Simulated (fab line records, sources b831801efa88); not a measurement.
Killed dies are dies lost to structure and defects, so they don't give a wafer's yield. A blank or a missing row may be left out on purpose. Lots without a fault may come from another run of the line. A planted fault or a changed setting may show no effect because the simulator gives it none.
fab line records | flow sky130 | part 1 of 2: steps 1 to 26 of 37
record lots=5 wafers=15 last_day=49
route steps=708 shown CAP2M@617 METAL4@621 VIA4@639
lots that met no fault: from a run of the same line without faults
start_h: hours from the record's first day to the start of the lot's first wafer shown | wait_h: hours since the lot's step before | " the same as in the row above | L1.1+2: a row that stands for several wafers | - no value, or no start given | * or withheld: withheld | < > ~ a bound
route shown NAME@n: a module of which the file shows steps, and the number in the route of the first | usual: mean/standard deviation of fault-free wafers | same: alike in all rows | chamber/n: place in a boat | sites: the reading at each site | _std_site: their standard deviation | _edge_site: outer sites' mean less inner sites' | radius_mm: how far each site lies from the wafer's centre | mask NAME#n: copy n | behind: the tool/chamber that last shaped the wafer | hold: why the lot was held/for how many hours/how that ended | device: the transistor (n, p or np) that didn't switch | end of line: the same wafers' tests at the end of the route | a step without rows: its recipe alone | killed: dies lost to structure and defects at the first sort, not the wafer's yield | map: a wafer's dies, x killed, . not, _ none there
set.NAME: the setting as run; set.NAME@STEP: as run at that earlier step | model.NAME: the simulator's own value behind a step, which no gauge read
lots at some steps of the route; a table a step, a row a wafer
services: from which hour (start_h, from the record's first day; less than 0 if before it) a tool's chamber was out of use, for how many hours, and why
## steps
# step SKY_CAP2M_STRIP_14
# recipe chemistry=O2/N2 power_w=1400 pressure_mtorr=1500 platen_temp_c=withheld o2_flow_sccm=3000 n2_flow_sccm=300 overash_fraction=0.5
# usual drypump_motor_current_A=5.5/0.31 oes_product_au=0.710/0.0047 strip_time_to_endpoint_s=12.62/0.044
# columns lot.wafer tool chamber start_h wait_h drypump_motor_current_A oes_product_au rf_hours_counter_h strip_time_to_endpoint_s
L074.1 plasma_asher-01 0 947.09 0.1 5.3 0.716 50 12.55
L074.4 " 0 " " 5.3 0.710 - 12.55
L074.5 " 0 " " 5.3 0.709 - 12.57
L079.1 plasma_asher-01 0 987.62 0.1 5.3 0.714 54 12.62
L079.2 " 1 " " 5.5 0.714 54 12.57
L079.3 " 1 " " 5.5 0.713 - 12.59
L084.1 plasma_asher-03 0 1026.74 0.1 5.7 0.714 28 12.64
L084.2 " 1 " " 5.2 0.716 28 12.64
L084.3 " 1 " " 5.3 0.710 - 12.67
L087.1 plasma_asher-02 1 1044.87 0.1 6.1 0.713 92 12.55
L087.2 " 0 " " 5.3 0.710 92 12.57
L087.4 " 0 " " 5.3 0.705 - 12.57
L093.4 plasma_asher-03 0 1077.06 0.1 5.7 0.710 - 12.59
L093.5 " 0 " " 5.8 0.716 - 12.59
L093.6 " 1 " " 5.2 0.711 - 12.63
# step SKY_CAP2M_STRIP_15
# recipe chemistry=post_etch_residue_remover time_s=1200 temp_c=72.5
# columns lot.wafer tool chamber start_h wait_h
L074.1+4+5 wet_bench-03 0 947.19 0.1
L079.1+2+3 wet_bench-03 3 987.72 0.1
L084.1+2+3 wet_bench-02 0 1026.84 0.1
L087.1+2+4 wet_bench-03 1 1044.97 0.1
L093.4+5+6 wet_bench-03 1 1077.12 0.0
# step SKY_CAP2M_CLEAN_16
# recipe chemistry=IPA time_s=180 temp_c=25
# columns lot.wafer tool chamber start_h wait_h
L074.1+4+5 wet_bench-03 2 947.53 0.0
L079.1+2+3 wet_bench-04 0 988.07 0.0
L084.1+2+3 wet_bench-03 3 1027.18 0.0
L087.1+2+4 wet_bench-04 1 1045.35 0.0
L093.4+5+6 wet_bench-03 2 1077.47 0.0
# step SKY_CAP2M_CLEAN_17
# recipe chemistry=O3/DIW dry=n2_spin
# columns lot.wafer tool chamber start_h wait_h
L074.1+4+5 wet_bench-02 3 947.59 0.0
L079.1+2+3 wet_bench-02 1 988.12 0.0
L084.1+2+3 wet_bench-04 3 1027.24 0.0
L087.1+2+4 wet_bench-02 2 1045.41 0.0
L093.4+5+6 wet_bench-03 1 1077.52 0.0
# step SKY_METAL4_DEHYDRATE_05
# recipe temp_c=200 time_s=60
# usual exhaust_pa=44.9/0.9
# columns lot.wafer tool chamber start_h wait_h exhaust_pa
L074.1 litho_track-01 0 959.31 11.6 45.4
L074.4 " 0 " " 44.6
L074.5 " 0 " " 44.4
L079.1 litho_track-04 0 998.79 10.6 44.4
L079.2 " 0 " " 44.0
L079.3 " 0 " " 45.4
L084.1 litho_track-01 0 1038.16 10.8 45.7
L084.2 " 0 " " 43.7
L084.3 " 0 " " 45.2
L087.1 litho_track-04 0 1055.69 10.1 45.0
L087.2 " 0 " " 46.1
L087.4 " 0 " " 44.8
L093.4 litho_track-03 0 1087.86 10.2 42.6
L093.5 " 0 " " 42.7
L093.6 " 0 " " 42.4
# step SKY_METAL4_HMDS_06
# recipe prime_time_s=60 prime_temp_c=120
# usual exhaust_pa=45.3/0.83
# columns lot.wafer tool chamber start_h wait_h exhaust_pa
L074.1 litho_track-01 0 959.46 0.1 45.8
L074.4 " 0 " " 45.4
L074.5 " 0 " " 44.7
L079.1 litho_track-04 0 998.94 0.1 44.0
L079.2 " 0 " " 44.7
L079.3 " 0 " " 45.4
L084.1 litho_track-01 0 1038.31 0.1 46.8
L084.2 " 0 " " 46.8
L084.3 " 0 " " 46.2
L087.1 litho_track-04 0 1055.84 0.1 45.5
L087.2 " 0 " " 43.7
L087.4 " 0 " " 46.0
L093.4 litho_track-03 0 1088.01 0.1 44.2
L093.5 " 0 " " 45.6
L093.6 " 0 " " 44.5
# step SKY_METAL4_COAT_07
# recipe resist=BARC temp_c=withheld time_s=withheld spin_rpm=3000 resist_thk_nm=59.37
# usual dispense_pressure_kPa=49/4.5 exhaust_pa=44.9/0.79
# columns lot.wafer tool chamber start_h wait_h dispense_pressure_kPa exhaust_pa
L074.1 litho_track-01 0 959.61 0.1 52 45.7
L074.4 " 0 " " 52 45.1
L074.5 " 0 " " 52 45.8
L079.1 litho_track-04 0 999.09 0.1 53 43.9
L079.2 " 0 " " 53 44.9
L079.3 " 0 " " 53 44.4
L084.1 litho_track-01 0 1038.46 0.1 52 45.3
L084.2 " 0 " " 52 44.9
L084.3 " 0 " " 52 45.1
L087.1 litho_track-04 0 1055.99 0.1 53 45.9
L087.2 " 0 " " 53 46.2
L087.4 " 0 " " 53 44.3
L093.4 litho_track-03 0 1088.16 0.1 43 45.4
L093.5 " 0 " " 43 45.5
L093.6 " 0 " " 43 45.6
# step SKY_METAL4_COAT_08
# recipe resist=KrF-thick spin_rpm=3000 resist_thk_nm=1140
# usual dispense_pressure_kPa=49/4.5 exhaust_pa=44.9/0.98
# columns lot.wafer tool chamber start_h wait_h dispense_pressure_kPa exhaust_pa
L074.1 litho_track-01 0 - - 52 45.4
L074.4 " 0 " " 52 45.2
L074.5 " 0 " " 52 46.0
L079.1 litho_track-04 0 - - 53 43.6
L079.2 " 0 " " 53 42.7
L079.3 " 0 " " 53 45.0
L084.1 litho_track-01 0 - - 52 43.4
L084.2 " 0 " " 52 44.2
L084.3 " 0 " " 52 44.0
L087.1 litho_track-04 0 - - 53 45.0
L087.2 " 0 " " 53 45.0
L087.4 " 0 " " 53 43.1
L093.4 litho_track-03 0 - - 43 43.9
L093.5 " 0 " " 43 43.7
L093.6 " 0 " " 43 46.0
# step SKY_METAL4_SOFTBAKE_09
# recipe temp_c=100 time_s=90 resist=KrF-thick
# usual exhaust_pa=45.1/0.84
# columns lot.wafer tool chamber start_h wait_h exhaust_pa
L074.1 litho_track-01 0 - - 45.5
L074.4 " 0 " " 45.5
L074.5 " 0 " " 46.5
L079.1 litho_track-04 0 - - 45.2
L079.2 " 0 " " 46.6
L079.3 " 0 " " 45.1
L084.1 litho_track-01 0 - - 43.4
L084.2 " 0 " " 44.3
L084.3 " 0 " " 42.2
L087.1 litho_track-04 0 - - 45.1
L087.2 " 0 " " 44.8
L087.4 " 0 " " 45.2
L093.4 litho_track-03 0 - - 45.7
L093.5 " 0 " " 46.4
L093.6 " 0 " " 45.1
# step SKY_METAL4_EXPOSE_10
# recipe mask_id=MM4 na=0.68 source_shape=annular sigma_inner=0.4 sigma_outer=0.8 target_cd_nm=300 dose_mj=28
# same sigma_outer=0.8
# columns lot.wafer tool chamber start_h wait_h mask
L074.1+4+5 krf_scanner-01 0 - - MM4#0
L079.1+2+3 krf_scanner-02 0 - - MM4#0
L084.1+2+3 krf_scanner-01 0 - - MM4#0
L087.1+2+4 krf_scanner-02 0 - - MM4#0
L093.4+5+6 krf_scanner-02 0 - - MM4#0
# step SKY_METAL4_PEB_11
# recipe peb_temp_c=withheld peb_time_s=withheld resist=KrF-thick
# usual exhaust_pa=45.1/0.89
# columns lot.wafer tool chamber start_h wait_h exhaust_pa
L074.1 litho_track-04 0 - - 45.2
L074.4 " 0 " " 45.1
L074.5 " 0 " " 44.8
L079.1 litho_track-01 0 - - 43.5
L079.2 " 0 " " 45.0
L079.3 " 0 " " 43.9
L084.1 litho_track-03 0 - - 45.3
L084.2 " 0 " " 43.5
L084.3 " 0 " " 44.2
L087.1 litho_track-04 0 - - 45.9
L087.2 " 0 " " 45.5
L087.4 " 0 " " 45.8
L093.4 litho_track-01 0 - - 46.4
L093.5 " 0 " " 44.6
L093.6 " 0 " " 44.5
# step SKY_METAL4_DEVELOP_12
# recipe develop_time_s=60 resist=KrF-thick dev_temp_c=21
# usual exhaust_pa=45.0/0.86
# columns lot.wafer tool chamber start_h wait_h exhaust_pa
L074.1 litho_track-04 0 - - 45.7
L074.4 " 0 " " 45.0
L074.5 " 0 " " 45.4
L079.1 litho_track-01 0 - - 44.7
L079.2 " 0 " " 44.2
L079.3 " 0 " " 44.6
L084.1 litho_track-03 0 - - 46.2
L084.2 " 0 " " 44.8
L084.3 " 0 " " 45.4
L087.1 litho_track-04 0 - - 45.3
L087.2 " 0 " " 45.1
L087.4 " 0 " " 45.0
L093.4 litho_track-01 0 - - 46.3
L093.5 " 0 " " 45.0
L093.6 " 0 " " 44.4
# step SKY_METAL4_CD_MEAS_13
# recipe target_cd_nm=300
# usual cd_nm=299.9/1.6
# columns lot.wafer tool chamber start_h wait_h cd_nm
L074.1 cd_sem-01 - 971.89 - 298.4
L074.4 " - " " 297.5
L074.5 " - " " 299.5
L079.1 cd_sem-01 - 1010.76 - 299.1
L079.2 " - " " 299.8
L079.3 " - " " 299.8
L084.1 cd_sem-01 - 1049.28 - 301.9
L084.2 " - " " 302.4
L084.3 " - " " 300.5
L087.1 cd_sem-02 - 1067.24 - 299.2
L087.2 " - " " 300.4
L087.4 " - " " 299.6
L093.4 cd_sem-02 - 1098.62 - 302.8
L093.5 " - " " 302.2
L093.6 " - " " 303.4
# step SKY_METAL4_OVL_MEAS_14
# usual METAL4_OVL=0/6.8
# columns lot.wafer tool chamber start_h wait_h METAL4_OVL[nm]
L074.1 overlay-01 - 972.01 0.1 6
L074.4 " - " " 5
L074.5 " - " " 10
L079.1 overlay-01 - 1010.88 0.1 2
L079.2 " - " " 2
L079.3 " - " " 6
L084.1 overlay-02 - 1049.40 0.1 5
L084.2 " - " " 6
L084.3 " - " " 8
L087.1 overlay-02 - 1067.36 0.1 8
L087.2 " - " " 6
L087.4 " - " " 3
L093.4 overlay-02 - 1098.70 0.1 -10
L093.5 " - " " -3
L093.6 " - " " -9
# step SKY_METAL4_DESCUM_15
# recipe chemistry=O2 source_power_w=150 bias_power_w=0 pressure_mtorr=10 temp_c=40 time_s=8
# usual drypump_motor_current_A=5.7/0.48 oes_product_au=1.004/0.0076
# columns lot.wafer tool chamber start_h wait_h drypump_motor_current_A oes_product_au rf_hours_counter_h
L074.1 rie_metal-03 0 972.05 0.0 5.7 1.003 13
L074.4 " 0 " " 5.7 1.006 -
L074.5 " 0 " " 5.7 1.003 -
L079.1 rie_metal-03 1 1010.92 0.0 5.0 1.010 1
L079.2 " 0 " " 5.7 0.995 15
L079.3 " 0 " " 5.7 1.005 -
L084.1 rie_metal-03 0 1049.44 0.0 5.7 1.001 17
L084.2 " 1 " " 5.0 1.005 3
L084.3 " 0 " " 5.7 1.001 -
L087.1 rie_metal-04 1 1067.40 0.0 5.8 0.992 23
L087.2 " 0 " " 5.4 0.999 16
L087.4 " 0 " " 5.4 1.008 -
L093.4 rie_metal-03 1 1098.73 0.0 5.0 1.018 -
L093.5 " 0 " " 5.7 0.996 -
L093.6 " 1 " " 5.0 1.002 -
# step SKY_METAL4_ETCH_16
# recipe chemistry=N2/H2 target=BARC ion_energy_ev=200 bias_w=100 pressure_mtorr=30 n2_flow_sccm=100 h2_flow_sccm=200 icp_w=500 stop_on=SiO2 time_s=88.2 target_depth_a=600
# usual drypump_motor_current_A=5.7/0.48 oes_product_au=0.622/0.0046 throttle_valve_pct=13.205/0.011
# columns lot.wafer tool chamber start_h wait_h drypump_motor_current_A oes_product_au rf_hours_counter_h throttle_valve_pct
L074.1 rie_metal-03 0 972.11 0.1 5.7 0.628 13 13.197
L074.4 " 0 " " 5.8 0.628 - 13.203
L074.5 " 0 " " 5.7 0.627 - 13.205
L079.1 rie_metal-03 1 1010.95 0.0 5.0 0.617 1 13.201
L079.2 " 0 " " 5.7 0.627 15 13.209
L079.3 " 0 " " 5.7 0.619 - 13.190
L084.1 rie_metal-03 0 1049.47 0.0 5.7 0.623 17 13.226
L084.2 " 1 " " 5.0 0.622 3 13.214
L084.3 " 0 " " 5.8 0.626 - 13.197
L087.1 rie_metal-04 1 1067.43 0.0 5.8 0.621 23 13.201
L087.2 " 0 " " 5.4 0.623 16 13.187
L087.4 " 0 " " 5.4 0.621 - 13.214
L093.4 rie_metal-03 1 1098.78 0.0 5.0 0.618 - 13.228
L093.5 " 0 " " 5.8 0.617 - 13.218
L093.6 " 1 " " 5.0 0.624 - 13.199
# step SKY_METAL4_ETCH_17
# recipe target=SiO2 stop_on=TiN chemistry=C4F8/O2/Ar source_w=1500 bias_w=1200 pressure_mtorr=40 c4f8_flow_sccm=withheld O2_flow_sccm=6 Ar_flow_sccm=300 time_s=3.9 target_depth_a=150
# usual oes_product_au=0.754/0.0074
# columns lot.wafer tool chamber start_h wait_h oes_product_au rf_hours_counter_h
L074.1 rie_diel-01 1 972.31 0.2 0.752 9
L074.4 " 2 " " 0.759 12
L074.5 " 2 " " 0.760 -
L079.1 rie_diel-01 3 1011.05 0.1 0.747 7
L079.2 " 1 " " 0.748 10
L079.3 " 0 " " 0.766 8
L084.1 rie_diel-04 1 1049.57 0.1 0.746 22
L084.2 " 2 " " 0.728 22
L084.3 " 0 " " 0.750 13
L087.1 rie_diel-04 2 1067.53 0.1 0.749 23
L087.2 " 3 " " 0.753 28
L087.4 " 0 " " 0.755 14
L093.4 rie_diel-04 1 1098.86 0.0 0.758 -
L093.5 " 3 " " 0.763 -
L093.6 " 0 " " 0.750 -
# step SKY_METAL4_METAL_ETCH_18
# recipe target_depth_a=8450 stop_on=SiO2 over_etch_frac=0.3 time_s=183.1 chemistry=Cl2/BCl3 resist_sidewall_deg=88 pressure_mtorr=10 icp_w=900 bias_w=48.5 Cl2_flow_sccm=60 bcl3_flow_sccm=30
# usual drypump_motor_current_A=5.9/0.49 oes_product_au=0.866/0.0062 throttle_valve_pct=22.263/0.0079
# columns lot.wafer tool chamber start_h wait_h drypump_motor_current_A oes_product_au rf_hours_counter_h throttle_valve_pct
L074.1 rie_metal-04 0 972.33 0.0 5.4 0.856 10 22.268
L074.4 " 1 " " 5.8 0.869 - 22.255
L074.5 " 1 " " 5.8 0.866 - 22.271
L079.1 rie_metal-04 0 1011.07 0.0 5.3 0.867 13 22.263
L079.2 " 1 " " 5.8 0.867 20 22.272
L079.3 " 1 " " 5.8 0.861 - 22.265
L084.1 rie_metal-04 1 1049.58 0.0 5.8 0.861 22 22.272
L084.2 " 0 " " 5.4 0.868 15 22.254
L084.3 " 1 " " 5.8 0.855 - 22.259
L087.1 rie_metal-03 0 1067.55 0.0 5.7 0.861 19 22.249
L087.2 " 1 " " 5.0 0.865 5 22.271
L087.4 " 0 " " 5.7 0.864 - 22.267
L093.4 rie_metal-02 0 1098.92 0.1 6.2 0.867 - 22.250
L093.5 " 0 " " 6.3 0.867 - 22.246
L093.6 " 1 " " 6.5 0.865 - 22.254
# step SKY_METAL4_STRIP_19
# recipe chemistry=O2/N2 power_w=1400 pressure_mtorr=1500 platen_temp_c=withheld o2_flow_sccm=3000 n2_flow_sccm=300 overash_fraction=0.5
# usual drypump_motor_current_A=5.7/0.42 oes_product_au=0.500/0.0055 strip_time_to_endpoint_s=6.49/0.063
# columns lot.wafer tool chamber start_h wait_h drypump_motor_current_A oes_product_au rf_hours_counter_h strip_time_to_endpoint_s
L074.1 plasma_asher-02 0 972.50 0.1 5.3 0.502 85 6.46
L074.4 " 1 " " 6.2 0.508 - 6.50
L074.5 " 1 " " 6.2 0.500 - 6.51
L079.1 plasma_asher-04 0 1011.24 0.1 5.5 0.506 118 6.51
L079.2 " 1 " " 6.3 0.509 118 6.57
L079.3 " 0 " " 5.6 0.510 - 6.61
L084.1 plasma_asher-02 1 1049.76 0.1 6.2 0.505 93 6.58
L084.2 " 0 " " 5.3 0.504 93 6.55
L084.3 " 0 " " 5.2 0.500 - 6.60
L087.1 plasma_asher-03 0 1067.72 0.1 5.7 0.507 33 6.56
L087.2 " 1 " " 5.2 0.499 33 6.44
L087.4 " 0 " " 5.8 0.507 - 6.57
L093.4 plasma_asher-02 0 1099.08 0.1 5.3 0.502 - 6.42
L093.5 " 1 " " 6.1 0.500 - 6.53
L093.6 " 0 " " 5.2 0.498 - 6.55
# step SKY_METAL4_STRIP_20
# recipe chemistry=post_etch_residue_remover time_s=1200 temp_c=72.5
# columns lot.wafer tool chamber start_h wait_h
L074.1+4+5 wet_bench-02 0 972.60 0.1
L079.1+2+3 wet_bench-02 3 1011.34 0.1
L084.1+2+3 wet_bench-03 0 1049.86 0.1
L087.1+2+4 wet_bench-03 1 1067.82 0.1
L093.4+5+6 wet_bench-02 2 1099.14 0.0
# step SKY_METAL4_CLEAN_21
# recipe chemistry=IPA time_s=180 temp_c=25
# columns lot.wafer tool chamber start_h wait_h
L074.1+4+5 wet_bench-01 1 972.95 0.0
L079.1+2+3 wet_bench-01 2 1011.68 0.0
L084.1+2+3 wet_bench-02 2 1050.24 0.0
L087.1+2+4 wet_bench-03 1 1068.22 0.1
L093.4+5+6 wet_bench-03 0 1099.48 0.0
# step SKY_METAL4_CLEAN_22
# recipe chemistry=O3/DIW dry=n2_spin
# columns lot.wafer tool chamber start_h wait_h
L074.1+4+5 wet_bench-03 3 973.00 0.0
L079.1+2+3 wet_bench-02 1 1011.75 0.0
L084.1+2+3 wet_bench-01 1 1050.36 0.0
L087.1+2+4 wet_bench-03 1 1068.27 0.0
L093.4+5+6 wet_bench-02 3 1099.55 0.0
# step SKY_VIA4_HDPCVD_00
# recipe material=SiO2 target_thk_nm=1750 sigma_open_frac=0.3 time_s=304.5 temp_c=400 sih4_flow_sccm=60 pressure_mtorr=6
# usual sih4_flow_sccm=60.01/0.17
# columns lot.wafer tool chamber start_h wait_h sih4_flow_sccm
L074.1 hdpcvd-02 0 973.19 0.0 60.26
L074.4 " 2 " " 59.62
L074.5 " 1 " " 60.10
L079.1 hdpcvd-01 0 1011.84 0.0 59.96
L079.2 " 2 " " 60.07
L079.3 " 1 " " 60.15
L084.1 hdpcvd-02 1 1050.45 0.0 60.07
L084.2 " 0 " " 59.72
L084.3 " 2 " " 60.09
L087.1 hdpcvd-01 2 1068.37 0.0 60.09
L087.2 " 1 " " 60.02
L087.4 " 2 " " 60.00
L093.4 hdpcvd-01 2 1099.73 0.1 60.14
L093.5 " 1 " " 60.16
L093.6 " 0 " " 59.87
# step SKY_VIA4_THK_MEAS_01
# recipe reads=SiO2_of_VIA4_HDPCVD_00
# usual VIA4_HDPCVD_THK=1825/15
# columns lot.wafer tool chamber start_h wait_h VIA4_HDPCVD_THK[nm]
L074.1 film_metro-01 - 973.37 0.1 1827
L074.4 " - " " 1857
L074.5 " - " " 1843
L079.1 film_metro-04 - 1012.02 0.1 1831
L079.2 " - " " 1817
L079.3 " - " " 1827
L084.1 film_metro-01 - 1050.63 0.1 1809
L084.2 " - " " 1817
L084.3 " - " " 1814
L087.1 film_metro-03 - 1068.54 0.1 1825
L087.2 " - " " 1813
L087.4 " - " " 1808
L093.4 film_metro-03 - 1099.85 0.0 1839
L093.5 " - " " 1807
L093.6 " - " " 1831
# step SKY_VIA4_CMP_02
# recipe material=SiO2 down_force_psi=4 platen_rpm=60 pad_velocity_m_s=0.94248
# usual motor_current_A=12.2/1.4
# columns lot.wafer tool chamber start_h wait_h motor_current_A
L074.1 cmp-02 3 973.43 0.1 13.7
L074.4 " 2 " " 9.7
L074.5 " 0 " " 12.2
L079.3 cmp-02 0 1012.08 0.0 11.3
L079.2 " 1 " " 11.0
L079.1 " 2 " " 9.8
L084.3 cmp-01 0 1050.69 0.0 12.8
L084.2 " 1 " " 13.7
L084.1 " 2 " " 11.8
L087.4 cmp-01 1 1068.60 0.0 14.6
L087.2 " 2 " " 11.3
L087.1 " 3 " " 11.2
L093.4 cmp-01 0 1099.98 0.1 12.9
L093.5 " 2 " " 12.7
L093.6 " 3 " " 12.0
# step SKY_VIA4_BOW_MEAS_03
# recipe mode=bow
# usual VIA4_BOW=81/9.7
# columns lot.wafer tool chamber start_h wait_h VIA4_BOW[um]
L074.1 film_metro-04 - 973.73 0.2 75
L074.4 " - " " 77
L074.5 " - " " 67
L079.1 film_metro-04 - 1012.38 0.1 82
L079.2 " - " " 79
L079.3 " - " " 69
L084.1 film_metro-03 - 1050.99 0.1 83
L084.2 " - " " 84
L084.3 " - " " 89
L087.1 film_metro-04 - 1068.90 0.1 74
L087.2 " - " " 90
L087.4 " - " " 81
L093.4 film_metro-03 - 1100.24 0.2 80
L093.5 " - " " 79
L093.6 " - " " 66
